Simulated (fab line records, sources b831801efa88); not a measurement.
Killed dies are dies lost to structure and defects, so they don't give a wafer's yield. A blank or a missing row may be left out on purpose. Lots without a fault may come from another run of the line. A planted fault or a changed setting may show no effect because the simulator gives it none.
Which tool did it? | flow sky130 | 6 lots, 18 wafers sampled, at 4 steps of a route of 708

WHAT THE GAUGES READ, wafer by wafer
SKY_PAD_OPEN_BOW_MEAS_13.
lot  | measured     | on            | PAD_OPEN_BOW (um)
L532 | day 47 05:43 | film_metro-03 | 59 73 59
L535 | day 47 23:48 | film_metro-02 | 60 65 58
L539 | day 48 19:47 | film_metro-04 | 43 54 54
L546 | day 50 14:13 | film_metro-03 | 55 54 57
L548 | day 50 19:04 | film_metro-02 | 58 50 44
L549 | day 50 20:32 | film_metro-03 | 65 53 56

WHICH TOOL RAN EACH LOT (tool, then ch and the chambers of the sampled wafers, then the start)
lot  | SKY_METAL4_SPUTTER_02        | SKY_VIA4_ETCH_12                   | SKY_PASSIVATION_STRIP_12
L532 | pvd_sputter-02, day 41 10:07 | rie_diel-02 ch 1,3, day 44 10:31   | plasma_asher-01 ch 0,1, day 46 07:36
L535 | pvd_sputter-03, day 42 09:32 | rie_diel-01 ch 0,1,2, day 45 07:15 | plasma_asher-04 ch 0,1, day 47 02:12
L539 | pvd_sputter-02, day 43 11:01 | rie_diel-02 ch 0,1,3, day 46 05:34 | plasma_asher-04 ch 0,1, day 47 23:05
L546 | pvd_sputter-04, day 45 15:33 | rie_diel-01 ch 0,2, day 48 05:52   | plasma_asher-01 ch 0,1, day 49 19:29
L548 | pvd_sputter-03, day 45 20:38 | rie_diel-01 ch 0,2,3, day 48 10:10 | plasma_asher-02 ch 0,1, day 50 00:53
L549 | pvd_sputter-02, day 46 00:33 | rie_diel-01 ch 0,3, day 48 12:15   | plasma_asher-01 ch 0,1, day 50 01:12
- SKY_METAL4_SPUTTER_02: material AlCu, target thk 735 nm, time 39.1 s.
- SKY_VIA4_ETCH_12: etches SiO2 in C4F8/O2/Ar, stops on TiN, target depth 580 nm.
- SKY_PASSIVATION_STRIP_12: strips in O2/N2.

THE ANSWER, worked out from the rows above alone
Rule: what is usual is taken from the lots themselves. Put in order of their means at a reading, lots are off if they are a third of the lots or fewer, leave a main group of 4 or more, and stand apart from it by a gap of 3 or more times the standard deviation of the main group's means; of several such gaps the widest counts. A main group whose means are all the same, to the digits that the tables above print for the reading, isn't used. A lot without any number at a reading at which 4 lots or more have one is off too. The other lots that the step has rows for count as sound.
No lot is off at any reading shown: from this, nothing can be told.

WHAT THE SIMULATOR HAD PUT IN
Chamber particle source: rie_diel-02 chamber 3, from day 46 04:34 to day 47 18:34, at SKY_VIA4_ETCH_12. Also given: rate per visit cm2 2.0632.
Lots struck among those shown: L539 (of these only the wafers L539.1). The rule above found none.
